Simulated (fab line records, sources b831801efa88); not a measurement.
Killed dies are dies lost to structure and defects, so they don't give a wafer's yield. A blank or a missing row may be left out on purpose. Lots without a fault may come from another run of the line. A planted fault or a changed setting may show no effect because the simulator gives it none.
A struck lot beside a sound one | flow gf180mcu | 14 steps out of a route of 602
Sound: wafers L448.3, L448.4, L448.5. Struck: wafers L453.2, L453.3, L453.4. The cause comes at the end.
At each step with rows: each side's tool, then ch and its chambers, then its first start. Under that, the readings that differ: sound wafers | struck wafers | difference of the means | sigmas: that difference in standard deviations of wafers without a fault.
alike: readings whose means differ by less than 2 such deviations, and words and numbers that are the same on both sides. not compared: withheld readings, readings that some wafer has no value for, bounds like >300 that may hide the same value, and numbers for which the record gives no deviation and whose values overlap.
The two part at a step that has a row with sigmas, a row that says differs or no value, or rows on one side only. Numbers that don't overlap but have no deviation are shown without sigmas and don't part them. A reading that every wafer of one side lacks parts them only if that side has two wafers or more.

first, 3 steps without rows for these wafers: GF_MVSD_EXPOSE_04 (exposes mask MVSD, target cd 1000 nm); GF_MVSD_PEB_05; GF_MVSD_DEVELOP_06 (develop time 60 s).
GF_MVSD_OVL_MEAS_07:
  sound on overlay-01, day 5 08:41; struck on overlay-01, day 6 16:14
  alike: MVSD_OVL
then, 2 steps without rows for these wafers: GF_MVSD_IMPLANT_08; GF_MVSD_IMPLANT_09.
GF_MVSD_STRIP_10: strips in O2/N2.
  sound on plasma_asher-04 ch 0,1, day 5 09:03; struck on plasma_asher-04 ch 0,1, day 6 16:34
  alike: drypump_motor_current_A, heater_power_w, oes_product_au, strip_time_to_endpoint_s
  not compared: rf_hours_counter_h
GF_MVSD_TW_MEAS_11:
  sound on film_metro-03, day 5 09:08; struck on film_metro-01, day 6 16:40
  reading | sound          | struck         | difference | sigmas
  MVSD_TW | 1609 1610 1622 | 1568 1568 1575 | -43        | -2
then, 4 steps without rows for these wafers: GF_MVPSD_DEHYDRATE_00 (time 60 s); GF_MVPSD_HMDS_01 (prime time 60 s); GF_MVPSD_COAT_02 (resist thk 3000 nm); GF_MVPSD_SOFTBAKE_03.
GF_MVPSD_EXPOSE_04: exposes mask MVPSD, target cd 1000 nm.
  sound on iline_stepper-02 ch 0, day 5 16:53; struck on iline_stepper-02, day 7 00:26
  no value came back on the struck wafers for exposure_dose_mJ_cm2, focus_offset_nm (nm); on the sound wafers exposure_dose_mJ_cm2 reads 259.74 260.27 259.92
  alike: mask
then, 1 step without rows for these wafers: GF_MVPSD_PEB_05.

WHERE THEY PART
First at GF_MVSD_TW_MEAS_11; last, within this record, at GF_MVPSD_EXPOSE_04.

WHY: what the simulator had put in
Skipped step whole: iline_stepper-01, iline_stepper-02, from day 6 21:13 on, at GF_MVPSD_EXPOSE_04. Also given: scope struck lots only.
